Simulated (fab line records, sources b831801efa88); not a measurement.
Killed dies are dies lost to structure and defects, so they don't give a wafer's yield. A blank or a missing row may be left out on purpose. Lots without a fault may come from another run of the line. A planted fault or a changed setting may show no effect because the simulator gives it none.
A struck lot beside a sound one | flow sky130 | 19 steps out of a route of 708
Sound: wafers L420.1, L420.3, L420.5. Struck: wafers L425.3, L425.4, L425.5. The cause comes at the end.
At each step with rows: each side's tool, then ch and its chambers, then its first start. Under that, the readings that differ: sound wafers | struck wafers | difference of the means | sigmas: that difference in standard deviations of wafers without a fault.
alike: readings whose means differ by less than 2 such deviations, and words and numbers that are the same on both sides. not compared: withheld readings, readings that some wafer has no value for, bounds like >300 that may hide the same value, and numbers for which the record gives no deviation and whose values overlap.
The two part at a step that has a row with sigmas, a row that says differs or no value, or rows on one side only. Numbers that don't overlap but have no deviation are shown without sigmas and don't part them. A reading that every wafer of one side lacks parts them only if that side has two wafers or more.

first, 1 step without rows for these wafers: SKY_LDD_LDN_IMPLANT_11.
SKY_LDD_LDN_STRIP_12: strips in O2/N2.
  sound on plasma_asher-01 ch 0,1, day 25 05:22; struck on plasma_asher-02 ch 0,1, day 26 17:07
  alike: chamber_pressure_mTorr, drypump_motor_current_A, n2_flow_sccm, oes_product_au, strip_time_to_endpoint_s
  not compared: rf_hours_counter_h
SKY_LDD_LDN_TW_MEAS_13:
  sound on film_metro-03, day 25 05:28; struck on film_metro-01, day 26 17:12
  alike: LDD_LDN_TW
then, 2 steps without rows for these wafers: SKY_LDD_LDN_CLEAN_14 (cleans in SC1/SC2, time 150 s); SKY_SPACER_CVD_00 (deposits Si3N4 from DCS/NH3, target thk 43.1 nm, time 740 s).
SKY_SPACER_THK_MEAS_01:
  sound on film_metro-01, day 25 08:37; struck on film_metro-01, day 26 18:31
  alike: SPACER_CVD_00_THK
SKY_SPACER_ETCHBACK_02: etches Si3N4 in CH3F/O2, stops on SiO2, time 46.7 s, target depth 45 nm.
  sound on rie_diel-01 ch 1,2, day 25 08:41; struck on rie_diel-01 ch 0,1, day 26 18:34
  alike: ch3f_flow_sccm, chamber_pressure_mTorr, drypump_motor_current_A, oes_product_au, throttle_valve_pct
  not compared: rf_hours_counter_h
then, 5 steps without rows for these wafers: SKY_POLY_CUT_DEHYDRATE_00 (time 60 s); SKY_POLY_CUT_HMDS_01 (prime time 60 s); SKY_POLY_CUT_COAT_02 (resist thk 60 nm); SKY_POLY_CUT_COAT_03 (resist thk 450 nm); SKY_POLY_CUT_SOFTBAKE_04 (time 90 s).
SKY_POLY_CUT_EXPOSE_05: exposes mask NPCM, target cd 270 nm.
  sound on krf_scanner-01 ch 0, day 25 23:38; struck on krf_scanner-02 ch 0, day 27 09:14
  reading                          | sound             | struck            | difference | sigmas
  model.POLY_CUT.overlay_x_nm (nm) | 1.138 1.138 1.138 | 50.21 50.21 50.21 | +49.07     |
  alike: mask
then, 2 steps without rows for these wafers: SKY_POLY_CUT_PEB_06; SKY_POLY_CUT_DEVELOP_07 (develop time 60 s).
SKY_POLY_CUT_CD_MEAS_08: target cd 270 nm.
  sound on cd_sem-02, day 26 13:37; struck on cd_sem-01, day 27 23:59
  alike: cd_nm
SKY_POLY_CUT_OVL_MEAS_09:
  sound on overlay-02, day 26 13:44; struck on overlay-02, day 28 00:05
  reading           | sound | struck   | difference | sigmas
  POLY_CUT_OVL (nm) | 7 8 5 | 40 49 47 | +39        | +7
SKY_POLY_CUT_ETCH_10: etches BARC in N2/H2, stops on SiO2, time 45.9 s, target depth 60 nm.
  sound on rie_diel-03 ch 1,2, day 26 13:46; struck on rie_diel-02 ch 1,3, day 28 00:06
  alike: chamber_pressure_mTorr, drypump_motor_current_A, n2_flow_sccm, oes_product_au, throttle_valve_pct
  not compared: rf_hours_counter_h
-- the record jumps here: 20 days lie between the struck wafers' starts before and after (it left off in module POLY_CUT and takes up again in module PAD_OPEN, whose first step shown is number 708 of the route) --
SKY_PAD_OPEN_PROBE_99:
  the record has rows for the struck wafers here (prober-01, day 48 09:36) and none for the sound ones

WHERE THEY PART
First at SKY_POLY_CUT_OVL_MEAS_09; last, within this record, at SKY_PAD_OPEN_PROBE_99.

WHY: what the simulator had put in
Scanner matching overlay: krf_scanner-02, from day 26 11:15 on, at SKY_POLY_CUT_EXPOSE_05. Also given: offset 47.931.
